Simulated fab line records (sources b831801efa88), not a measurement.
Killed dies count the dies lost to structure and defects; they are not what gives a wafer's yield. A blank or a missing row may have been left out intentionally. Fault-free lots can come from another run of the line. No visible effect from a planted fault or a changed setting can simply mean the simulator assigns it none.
Matching of chambers / flow sky130 / SKY_LI_CONTACT_CMP_24 on cmp-01: 4 sister chambers
The step polishes, stops on PSG, t overpolish 20 s, target thk 0 nm. 14 wafers are shown with their chamber, then 7 later ones without.

## WAFERS, EACH WITH ITS CHAMBER
wafer=L182.2; chamber=0; motor_current_A (A)=10.0; time_to_endpoint_s (s)=101; overpolish_run_s (s)=20.006
wafer=L182.3; chamber=3; motor_current_A (A)=11.7; time_to_endpoint_s (s)=95; overpolish_run_s (s)=20.002
wafer=L182.6; chamber=2; motor_current_A (A)=9.5; time_to_endpoint_s (s)=100; overpolish_run_s (s)=20.017
wafer=L185.3; chamber=2; motor_current_A (A)=10.0; time_to_endpoint_s (s)=99; overpolish_run_s (s)=20.005
wafer=L185.5; chamber=2; motor_current_A (A)=9.9; time_to_endpoint_s (s)=95; overpolish_run_s (s)=20.009
wafer=L185.6; chamber=1; motor_current_A (A)=12.5; time_to_endpoint_s (s)=88; overpolish_run_s (s)=19.996
wafer=L187.1; chamber=0; motor_current_A (A)=10.2; time_to_endpoint_s (s)=98; overpolish_run_s (s)=19.983
wafer=L187.2; chamber=2; motor_current_A (A)=10.4; time_to_endpoint_s (s)=97; overpolish_run_s (s)=19.981
wafer=L187.5; chamber=2; motor_current_A (A)=9.4; time_to_endpoint_s (s)=95; overpolish_run_s (s)=20.004
wafer=L188.1; chamber=0; motor_current_A (A)=10.2; time_to_endpoint_s (s)=98; overpolish_run_s (s)=19.990
wafer=L188.4; chamber=1; motor_current_A (A)=11.9; time_to_endpoint_s (s)=90; overpolish_run_s (s)=19.999
wafer=L188.6; chamber=1; motor_current_A (A)=12.9; time_to_endpoint_s (s)=94; overpolish_run_s (s)=20.005
wafer=L189.2; chamber=3; motor_current_A (A)=10.6; time_to_endpoint_s (s)=95; overpolish_run_s (s)=20.000
wafer=L189.3; chamber=1; motor_current_A (A)=11.2; time_to_endpoint_s (s)=94; overpolish_run_s (s)=20.017

SIGNATURES (means of the wafers above)
reading=motor_current_A; chamber 0=10.133; chamber 1=12.125; chamber 2=9.840; chamber 3=11.150; scatter within a chamber=0.541
reading=time_to_endpoint_s; chamber 0=99.00; chamber 1=91.50; chamber 2=97.20; chamber 3=95.00; scatter within a chamber=2.32
reading=overpolish_run_s; chamber 0=19.99300; chamber 1=20.00425; chamber 2=20.00320; chamber 3=20.00100; scatter within a chamber=0.0112
Rule: distance of a wafer from a chamber = root of the sum over the readings of ((wafer's reading minus chamber's mean) / reading's scatter) squared. If the next closest chamber is less than 2 further off than the closest, the wafer can't be placed; otherwise it belongs to the closest. The scatter: take each reading less its chamber's mean, square it, sum over the shown wafers, divide by the number of wafers less the number of chambers, and take the root.

## WAFERS WITHOUT THEIR CHAMBER
wafer=L189.6; motor_current_A (A)=10.1; time_to_endpoint_s (s)=99; overpolish_run_s (s)=20.015
wafer=L200.3; motor_current_A (A)=9.9; time_to_endpoint_s (s)=101; overpolish_run_s (s)=20.005
wafer=L200.4; motor_current_A (A)=11.0; time_to_endpoint_s (s)=98; overpolish_run_s (s)=20.001
wafer=L200.5; motor_current_A (A)=9.9; time_to_endpoint_s (s)=103; overpolish_run_s (s)=19.993
wafer=L204.1; motor_current_A (A)=11.6; time_to_endpoint_s (s)=94; overpolish_run_s (s)=19.991
wafer=L204.2; motor_current_A (A)=10.5; time_to_endpoint_s (s)=94; overpolish_run_s (s)=19.994
wafer=L204.6; motor_current_A (A)=10.5; time_to_endpoint_s (s)=100; overpolish_run_s (s)=20.003

## THE CHAMBER EACH PASSED THROUGH
wafer=L189.6; from the rows above=can't be placed: 2 or 0 or 3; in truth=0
wafer=L200.3; from the rows above=can't be placed: 0 or 2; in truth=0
wafer=L200.4; from the rows above=can't be placed: 3 or 0 or 2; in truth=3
wafer=L200.5; from the rows above=can't be placed: 0 or 2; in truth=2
wafer=L204.1; from the rows above=can't be placed: 3 or 1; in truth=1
wafer=L204.2; from the rows above=can't be placed: 3 or 2 or 0 or 1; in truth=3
wafer=L204.6; from the rows above=can't be placed: 0 or 2 or 3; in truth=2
Correctly placed: 0 of 7. Can't be placed from these rows: 7 (the true chamber is among the candidates in 7). Wrongly placed: 0.
